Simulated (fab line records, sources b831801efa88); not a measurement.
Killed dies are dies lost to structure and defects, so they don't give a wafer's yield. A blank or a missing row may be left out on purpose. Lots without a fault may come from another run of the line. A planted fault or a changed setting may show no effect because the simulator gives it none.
Which tool did it? | flow gf180mcu | 14 lots, 42 wafers sampled, at 4 steps of a route of 602

WHAT THE GAUGES READ, wafer by wafer
GF_STI_THK_MEAS_04.
lot  | measured    | on            | STI_CVD_03_THK (nm)
L115 | day 1 18:34 | film_metro-02 | 201.2 200.7 202.1
L116 | day 1 23:35 | film_metro-02 | 202.0 203.2 202.4
L117 | day 2 04:34 | film_metro-01 | 204.5 204.5 205.9
L118 | day 2 09:34 | film_metro-01 | 211.7 210.0 210.3
L120 | day 2 19:34 | film_metro-02 | 205.2 204.6 205.0
L121 | day 3 01:16 | film_metro-01 | 205.2 206.1 205.2
L124 | day 3 15:34 | film_metro-04 | 208.9 211.1 211.1
L129 | day 4 17:25 | film_metro-02 | 205.4 206.0 204.2
L131 | day 5 02:34 | film_metro-04 | 203.6 203.3 204.1
L133 | day 5 15:05 | film_metro-01 | 207.6 207.3 207.4
L134 | day 5 19:13 | film_metro-01 | 206.2 205.2 207.1
L135 | day 5 22:34 | film_metro-04 | 205.1 208.5 205.7
L136 | day 6 04:23 | film_metro-02 | 208.9 206.0 207.4
L137 | day 6 10:22 | film_metro-01 | 203.8 201.2 203.0

GF_DNWELL_TW_MEAS_09.
lot  | measured    | on            | DNWELL_TW
L115 | day 2 20:46 | film_metro-01 | 1337 1335 1337
L116 | day 3 14:40 | film_metro-01 | 1332 1331 1325
L117 | day 3 16:14 | film_metro-01 | 1336 1334 1341
L118 | day 3 18:56 | film_metro-03 | 1349 1354 1350
L120 | day 3 23:38 | film_metro-02 | 1346 1350 1347
L121 | day 4 07:43 | film_metro-01 | 1349 1342 1341
L124 | day 5 02:10 | film_metro-03 | 1342 1356 1353
L129 | day 6 04:29 | film_metro-01 | 1335 1329 1333
L131 | day 6 12:55 | film_metro-03 | 1358 1356 1350
L133 | day 7 00:37 | film_metro-02 | 1358 1363 1357
L134 | day 7 07:40 | film_metro-02 | 1351 1358 1360
L135 | day 7 12:23 | film_metro-02 | 1365 1358 1363
L136 | day 7 17:39 | film_metro-01 | 1341 1336 1349
L137 | day 7 22:34 | film_metro-01 | 1342 1328 1331

GF_POLY_GATE_CD_MEAS_10: target cd 280 nm.
lot  | measured     | on        | cd_nm (nm)
L115 | day 9 04:44  | cd_sem-02 | 278.6 279.0 277.7
L116 | day 10 08:53 | cd_sem-02 | 279.9 279.2 279.1
L117 | day 10 12:07 | cd_sem-02 | 280.4 279.6 279.6
L118 | day 10 16:07 | cd_sem-02 | 281.7 280.1 280.3
L120 | day 10 21:43 | cd_sem-01 | 278.2 279.2 278.7
L121 | day 11 10:35 | cd_sem-02 | 279.3 280.0 280.0
L124 | day 12 12:22 | cd_sem-02 | 279.6 278.6 278.7
L129 | day 13 22:38 | cd_sem-02 | 280.2 280.5 279.8
L131 | day 14 09:41 | cd_sem-02 | 279.4 278.3 279.1
L133 | day 15 02:08 | cd_sem-01 | 279.8 279.5 279.4
L134 | day 15 10:15 | cd_sem-02 | 282.5 282.6 282.2
L135 | day 15 16:08 | cd_sem-02 | 282.5 280.8 281.1
L136 | day 15 22:26 | cd_sem-01 | 281.3 281.9 281.8
L137 | day 16 03:58 | cd_sem-01 | 278.6 278.9 278.8

WHICH TOOL RAN EACH LOT (tool, then ch and the chambers of the sampled wafers, then the start)
lot  | GF_LVPWELL_DEVELOP_06
L115 | litho_track-04 ch 0, day 3 18:00
L116 | litho_track-04 ch 0, day 4 17:00
L117 | litho_track-01 ch 0, day 4 18:00
L118 | litho_track-04 ch 0, day 4 22:00
L120 | litho_track-02 ch 0, day 5 03:00
L121 | litho_track-04 ch 0, day 5 11:00
L124 | litho_track-04 ch 0, day 6 06:00
L129 | litho_track-02 ch 0, day 7 12:00
L131 | litho_track-01 ch 0, day 7 21:00
L133 | litho_track-02 ch 0, day 8 10:00
L134 | litho_track-01 ch 0, day 8 16:00
L135 | litho_track-02 ch 0, day 8 23:00
L136 | litho_track-04 ch 0, day 9 04:00
L137 | litho_track-04 ch 0, day 9 08:00
- GF_LVPWELL_DEVELOP_06: develop time 60 s.

WHAT THE TOOLS THEMSELVES READ (means of the sampled wafers that have a number; where no wafer has one, the mark that the record gives instead)
GF_LVPWELL_DEVELOP_06.
lot  | tool           | developer_temp_C (C)
L115 | litho_track-04 | 23.03
L116 | litho_track-04 | 22.99
L117 | litho_track-01 | 22.92
L118 | litho_track-04 | 22.94
L120 | litho_track-02 | 22.98
L121 | litho_track-04 | 20.59
L124 | litho_track-04 | 20.61
L129 | litho_track-02 | 22.89
L131 | litho_track-01 | 23.03
L133 | litho_track-02 | 22.92
L134 | litho_track-01 | 23.04
L135 | litho_track-02 | 23.12
L136 | litho_track-04 | 23.02
L137 | litho_track-04 | 23.07

THE ANSWER, worked out from the rows above alone
Rule: what is usual is taken from the lots themselves. Put in order of their means at a reading, lots are off if they are a third of the lots or fewer, leave a main group of 4 or more, and stand apart from it by a gap of 3 or more times the standard deviation of the main group's means; of several such gaps the widest counts. A main group whose means are all the same, to the digits that the tables above print for the reading, isn't used. A lot without any number at a reading at which 4 lots or more have one is off too. The other lots that the step has rows for count as sound. The gauges are gone through in route order, then the tools' own readings, and for those a lot's mean is taken as printed above. The first step at which some lot is off is used, and at that step the reading that is off furthest; a lot without a number counts as furthest.
Off: L121, L124, at GF_LVPWELL_DEVELOP_06 (developer_temp_C). The main group: mean 23.00 C, standard deviation 0.066.
A tool fits if, at that step or a process step before it, it ran every lot that is off, and no sound lot after the first of them. None of those tried fits.

WHAT THE SIMULATOR HAD PUT IN
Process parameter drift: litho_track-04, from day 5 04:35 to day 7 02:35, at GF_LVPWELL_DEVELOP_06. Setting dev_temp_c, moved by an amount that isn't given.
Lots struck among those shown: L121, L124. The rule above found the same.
